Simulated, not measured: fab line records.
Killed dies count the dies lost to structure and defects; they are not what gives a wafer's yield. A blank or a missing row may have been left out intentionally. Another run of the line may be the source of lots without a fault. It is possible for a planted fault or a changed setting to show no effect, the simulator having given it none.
Which of the tools did it? ; flow gf180mcu ; Sampling: 14 lots, 42 wafers, 5 of 602 route steps

== WHAT EACH GAUGE READ, for each wafer ==
GF_HV_LDD_CD_MEAS_31 targets a cd of 400 nm.
lot;measured;on;cd nm (nm)
L847;day 11 20:55;cd sem-01;399.5 398.0 397.0
L849;day 12 18:42;cd sem-01;401.1 399.4 401.1
L850;day 12 20:52;cd sem-02;399.0 402.0 400.1
L851;day 13 12:58;cd sem-01;396.6 395.0 397.8
L852;day 13 13:14;cd sem-02;396.7 397.7 397.1
L853;day 13 21:53;cd sem-02;401.4 399.9 400.8
L854;day 14 03:36;cd sem-01;401.8 400.5 400.4
L859;day 15 20:01;cd sem-01;402.9 401.8 402.4
L860;day 16 04:16;cd sem-01;398.8 401.2 398.2
L862;day 16 14:43;cd sem-01;402.3 401.9 401.6
L866;day 18 03:43;cd sem-02;396.9 398.4 398.5
L867;day 18 12:20;cd sem-01;400.9 398.1 399.5
L868;day 18 17:24;cd sem-02;397.7 397.0 396.7
L869;day 19 03:25;cd sem-02;402.0 399.3 400.4

GF_HV_LDD_OVL_MEAS_47.
lot;measured;on;HV_LDD_03_OVL (nm)
L847;day 12 16:34;overlay-01;-0.8 -0.9 -1.3
L849;day 13 15:17;overlay-02;-3.5 -1.7 -4.8
L850;day 13 17:37;overlay-02;-1.5 -1.5 -2.0
L851;day 14 10:43;overlay-02;-2.3 -1.2 -2.7
L852;day 14 10:54;overlay-02;-2.6 -1.2 -2.6
L853;day 14 19:57;overlay-02;-3.0 -3.2 -3.3
L854;day 15 01:28;overlay-02;-1.1 -2.3 -1.8
L859;day 16 18:51;overlay-01;1.5 1.1 1.2
L860;day 17 03:26;overlay-02;-0.2 -1.7 -1.0
L862;day 17 14:19;overlay-01;0.6 0.1 -0.8
L866;day 19 04:11;overlay-01;0.9 0.6 0.5
L867;day 19 13:48;overlay-02;-2.0 -0.3 -1.5
L868;day 19 18:25;overlay-01;-0.3 -0.2 1.3
L869;day 20 04:35;overlay-02;-1.1 -2.9 -1.0

GF_NSD_CD_MEAS_07 targets a cd of 400 nm.
lot;measured;on;cd nm (nm)
L847;day 13 17:12;cd sem-02;397.1 397.9 396.4
L849;day 14 15:12;cd sem-01;401.1 400.4 402.4
L850;day 14 18:05;cd sem-01;400.6 402.2 401.8
L851;day 15 10:20;cd sem-01;402.7 402.1 401.1
L852;day 15 10:36;cd sem-01;401.2 402.4 403.2
L853;day 15 20:37;cd sem-01;399.2 400.0 400.4
L854;day 16 01:29;cd sem-01;398.6 397.7 397.0
L859;day 17 20:16;cd sem-01;398.7 398.9 399.1
L860;day 18 05:54;cd sem-02;429.8 426.6 431.1
L862;day 18 16:59;cd sem-01;432.1 433.0 431.1
L866;day 20 07:39;cd sem-02;398.5 397.1 399.3
L867;day 20 16:54;cd sem-01;401.5 400.5 401.0
L868;day 20 21:14;cd sem-01;398.5 402.9 397.8
L869;day 21 07:38;cd sem-02;398.0 400.9 398.8

GF_SAB_CD_MEAS_09 targets a cd of 420 nm.
lot;measured;on;cd nm (nm)
L847;day 15 12:06;cd sem-01;416.6 419.6 419.2
L849;day 16 11:05;cd sem-01;419.6 418.9 422.0
L850;day 16 13:39;cd sem-01;422.3 422.4 422.7
L851;day 17 07:15;cd sem-02;422.7 424.6 422.8
L852;day 17 07:52;cd sem-02;419.0 418.6 421.0
L853;day 17 18:44;cd sem-01;421.9 419.0 420.4
L854;day 18 01:06;cd sem-01;423.1 423.5 425.3
L859;day 19 20:46;cd sem-02;421.9 420.4 421.3
L860;day 20 06:31;cd sem-01;420.9 419.5 419.0
L862;day 20 19:05;cd sem-02;422.7 423.0 424.0
L866;day 22 07:46;cd sem-01;418.9 417.0 418.6
L867;day 22 17:28;cd sem-02;420.3 417.9 418.3
L868;day 22 21:58;cd sem-02;417.3 419.3 417.1
L869;day 23 07:33;cd sem-01;419.6 419.1 418.7

== TOOL THAT RAN EACH LOT (tool first, then ch and the chambers of the sampled wafers, then the start) ==
lot;GF_NSD_DEVELOP_06
L847;litho track-04 ch 0, day 13 17:04
L849;litho track-04 ch 0, day 14 15:04
L850;litho track-02 ch 0, day 14 17:57
L851;litho track-02 ch 0, day 15 10:12
L852;litho track-02 ch 0, day 15 10:27
L853;litho track-02 ch 0, day 15 20:29
L854;litho track-02 ch 0, day 16 01:21
L859;litho track-02 ch 0, day 17 20:08
L860;litho track-02 ch 0, day 18 05:45
L862;litho track-02 ch 0, day 18 16:51
L866;litho track-03 ch 0, day 20 07:31
L867;litho track-03 ch 0, day 20 16:46
L868;litho track-04 ch 0, day 20 21:06
L869;litho track-03 ch 0, day 21 07:29
- GF_NSD_DEVELOP_06: develop time 60 s.

== AS READ BY THE TOOLS THEMSELVES (means over the sampled wafers that have a number; for cases with no such wafer, the mark the record gives instead) ==
GF_NSD_DEVELOP_06.
lot;tool;resist line temp C (C)
L847;litho track-04;22.98
L849;litho track-04;23.11
L850;litho track-02;23.00
L851;litho track-02;23.00
L852;litho track-02;22.89
L853;litho track-02;22.94
L854;litho track-02;23.08
L859;litho track-02;23.23
L860;litho track-02;23.09
L862;litho track-02;23.15
L866;litho track-03;22.86
L867;litho track-03;23.07
L868;litho track-04;22.97
L869;litho track-03;23.08

== THE ANSWER, worked out from the rows above alone ==
Rule: what is usual is taken from the lots themselves. The widest of any qualifying gaps counts: lots, ordered by their means at a reading, are off when they make up no more than a third of the lots, leave a main group of 4 or more, and stand apart from it by 3 or more times the standard deviation of that group's means. Not used: any main group whose means are identical at the precision the tables above print for the reading. A lot without any number at a reading at which 4 lots or more have one is off too. Any other lot the step has rows for is counted as sound. Order of review: gauges by route order, followed by the tools' own readings, for which a lot's mean as printed above is used. At the first step where some lot is off, the reading lying furthest off is the one used; lots without a number count as furthest.
Off, at GF_NSD_CD_MEAS_07 on cd nm: L860, L862. Mean 399.9 nm and standard deviation 1.6 in the main group.
If a tool, at a process step before that reading, ran all the lots that are off and no sound lot after the first of them, it fits. Gauges at GF_NSD_CD_MEAS_07: tried the same way as those tools. One candidate fits, namely litho track-02 at GF_NSD_DEVELOP_06. A fault onset in the window from L859 (day 17 20:08, its last sound lot) to L860 (day 18 05:45, its first lot off) fits.

== WHAT THE SIMULATOR HAD PUT IN ==
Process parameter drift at GF_NSD_DEVELOP_06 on litho track-02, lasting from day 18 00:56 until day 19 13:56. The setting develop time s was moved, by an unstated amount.
Lots struck among those shown: L860, L862. The rule given above showed the same thing.
